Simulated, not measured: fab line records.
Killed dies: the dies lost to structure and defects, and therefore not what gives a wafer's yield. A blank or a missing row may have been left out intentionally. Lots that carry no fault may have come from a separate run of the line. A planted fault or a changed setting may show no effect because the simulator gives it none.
Which of the tools did it?	flow gf180mcu	Sampling: 24 lots, 72 wafers, 4 of 602 route steps

## WHAT THE GAUGES READ, wafer by wafer
GF_LVPWELL_OVL_MEAS_07. Usual: LVPWELL_OVL typically reads 0.4 nm, with standard deviation 1.7.
lot	measured	on	LVPWELL_OVL (nm)	flag
L074	day 3 20:53	overlay-01	-0.7 1.7 0.2	
L075	day 4 02:01	overlay-02	0.8 -0.1 -0.5	
L076	day 4 08:41	overlay-02	2.4 1.8 1.9	
L077	day 4 13:56	overlay-01	-2.0 -1.2 -2.8	
L078	day 4 18:13	overlay-02	-1.6 -0.3 -2.3	
L079	day 5 00:23	overlay-02	-0.7 -1.2 0.3	
L080	day 5 06:25	overlay-02	0.7 1.0 1.6	
L081	day 5 11:26	overlay-01	3.9 4.1 3.3	
L082	day 5 18:32	overlay-01	1.6 -1.2 1.7	
L083	day 6 00:49	overlay-02	4.2 1.8 1.6	
L084	day 6 06:25	overlay-02	-1.0 0.1 0.3	
L085	day 6 12:31	overlay-02	1.4 0.3 -0.4	
L086	day 6 15:46	overlay-01	-0.7 2.4 -0.3	
L087	day 6 21:52	overlay-01	1.7 -0.1 0.7	
L088	day 7 04:29	overlay-01	-1.1 -1.0 -2.1	
L089	day 7 10:56	overlay-02	2.4 1.2 0.4	
L090	day 7 15:28	overlay-02	1.2 1.0 1.2	
L091	day 7 20:23	overlay-01	1.0 -0.5 -0.9	
L092	day 8 03:38	overlay-01	2.9 4.5 0.5	
L093	day 8 08:52	overlay-01	-2.2 -2.8 -2.4	
L094	day 8 14:13	overlay-01	-1.2 -3.2 -1.3	
L095	day 8 19:52	overlay-01	2.5 3.9 3.0	
L096	day 9 02:55	overlay-02	1.0 1.8 0.2	
L097	day 9 05:47	overlay-01	-0.9 -0.1 1.3	

GF_VT_IMPLANT_TW_MEAS_10. Usual: VT_IMPLANT_TW typically reads 564, with standard deviation 5.4.
lot	measured	on	VT_IMPLANT_TW	flag
L074	day 5 16:07	film_metro-04	560 559 563	
L075	day 5 22:08	film_metro-04	564 562 560	
L076	day 6 05:47	film_metro-04	562 563 562	
L077	day 6 10:16	film_metro-04	560 560 557	
L078	day 6 16:05	film_metro-01	567 568 564	
L079	day 6 23:30	film_metro-01	567 566 566	
L080	day 7 04:38	film_metro-01	569 572 569	
L081	day 7 10:25	film_metro-01	570 569 570	
L082	day 7 17:40	film_metro-04	560 560 560	
L083	day 8 01:29	film_metro-01	571 567 567	
L084	day 8 07:13	film_metro-04	558 554 557	
L085	day 8 12:55	film_metro-02	570 568 570	
L086	day 8 17:50	film_metro-02	569 571 568	
L087	day 9 00:10	film_metro-02	570 570 568	
L088	day 9 06:39	film_metro-01	570 568 567	
L089	day 9 13:59	film_metro-02	565 566 567	
L090	day 9 20:04	film_metro-02	569 572 571	
L091	day 10 00:33	film_metro-04	556 558 560	
L092	day 10 09:27	film_metro-04	555 557 554	
L093	day 10 14:31	film_metro-04	556 557 554	
L094	day 10 20:31	film_metro-04	556 555 556	
L095	day 11 02:13	film_metro-02	568 564 567	
L096	day 11 09:31	film_metro-01	566 564 568	
L097	day 11 12:56	film_metro-02	569 566 564	

GF_M1_CD_MEAS_14 targets a cd of 230 nm. Usual: cd_nm at 230.3 nm, with a standard deviation of 1.2.
lot	measured	on	cd_nm (nm)	flag
L074	day 17 07:23	cd_sem-02	230.3 229.8 229.7	
L075	day 17 10:25	cd_sem-02	229.0 228.3 228.3	
L076	day 18 02:12	cd_sem-01	230.5 231.3 231.1	
L077	day 18 06:32	cd_sem-01	230.9 229.8 229.8	
L078	day 18 17:05	cd_sem-02	229.5 230.1 230.2	
L079	day 19 04:41	cd_sem-02	231.7 231.8 232.8	
L080	day 19 12:30	cd_sem-02	229.3 230.0 230.5	
L081	day 19 23:23	cd_sem-01	228.6 229.6 229.8	
L082	day 20 09:04	cd_sem-02	231.8 231.2 230.3	
L083	day 20 13:52	cd_sem-02	230.1 229.9 229.8	
L084	day 21 04:22	cd_sem-01	228.7 229.8 230.1	
L085	day 21 09:06	cd_sem-02	230.9 232.1 231.6	
L086	day 21 19:07	cd_sem-02	228.3 229.5 228.7	
L087	day 22 01:15	cd_sem-01	229.8 230.1 228.7	
L088	day 22 09:05	cd_sem-02	230.2 229.8 230.2	
L089	day 22 19:31	cd_sem-01	227.7 229.1 229.1	
L090	day 23 01:05	cd_sem-01	232.0 231.5 233.1	
L091	day 23 07:39	cd_sem-01	231.1 230.1 231.2	
L092	day 23 18:53	cd_sem-01	232.0 232.8 231.8	
L093	day 24 00:31	cd_sem-01	229.9 229.7 229.7	
L094	day 24 09:19	cd_sem-01	230.2 229.5 231.2	
L095	day 24 15:47	cd_sem-01	229.2 229.2 230.5	
L096	day 25 01:34	cd_sem-01	230.7 229.8 230.1	
L097	day 25 06:11	cd_sem-02	231.3 232.2 231.5	

GF_V1_CD_MEAS_14 targets a cd of 260 nm. Usual: cd_nm at 260.1 nm, with a standard deviation of 1.1.
lot	measured	on	cd_nm (nm)	flag
L074	day 18 07:29	cd_sem-02	261.8 260.7 260.4	
L075	day 18 11:17	cd_sem-02	260.7 261.2 260.6	
L076	day 19 04:02	cd_sem-02	259.4 259.7 260.2	
L077	day 19 08:13	cd_sem-01	260.3 259.3 259.0	
L078	day 19 19:06	cd_sem-01	261.1 261.1 261.7	
L079	day 20 06:38	cd_sem-02	260.1 258.8 259.6	
L080	day 20 14:12	cd_sem-02	259.3 260.8 260.6	
L081	day 21 01:13	cd_sem-01	260.5 261.2 260.4	
L082	day 21 10:46	cd_sem-01	257.8 258.2 259.2	
L083	day 21 15:54	cd_sem-02	259.8 259.5 259.5	
L084	day 22 05:45	cd_sem-01	258.8 259.3 259.4	
L085	day 22 09:55	cd_sem-02	259.2 260.3 259.6	
L086	day 22 19:43	cd_sem-02	259.6 259.1 259.6	
L087	day 23 02:19	cd_sem-01	261.6 262.1 262.0	
L088	day 23 09:32	cd_sem-02	259.4 259.9 258.8	
L089	day 23 19:47	cd_sem-02	262.2 262.4 262.9	
L090	day 24 01:16	cd_sem-02	257.8 259.6 257.8	
L091	day 24 07:59	cd_sem-02	259.6 259.7 261.1	
L092	day 24 18:28	cd_sem-02	258.8 259.3 259.9	
L093	day 25 00:16	cd_sem-01	259.6 260.5 259.5	
L094	day 25 08:28	cd_sem-01	260.7 260.4 259.9	
L095	day 25 15:01	cd_sem-02	260.4 262.0 259.4	
L096	day 26 00:31	cd_sem-02	258.6 256.9 258.9	
L097	day 26 04:14	cd_sem-02	261.4 262.5 261.2	

## WHAT TOOL EACH LOT RAN ON (gives the tool, then ch and the chambers of the sampled wafers, and finally the start)
There is no process step in the record ahead of these readings.

## AS READ BY THE TOOLS THEMSELVES (means over the sampled wafers that have a number; for cases with no such wafer, the mark the record gives instead)
The record holds no such reading with a usual standard deviation.

## THE ANSWER, worked out from the rows above alone
Rule: lot off if the mean of its wafers having a number is beyond 3 standard deviations from the usual mean. Also off: a lot with no number at a reading for which 4 or more lots have one. All remaining lots with rows at the step are treated as sound. After the gauges, taken in route order, come the tools' own readings; for these a lot's mean is taken, as printed above. The first step at which some lot is off is used, and at that step the reading that is off furthest; a lot without a number counts as furthest.
Nothing can be told from this: no lot is off at any reading shown.

## WHAT THE SIMULATOR PUT IN
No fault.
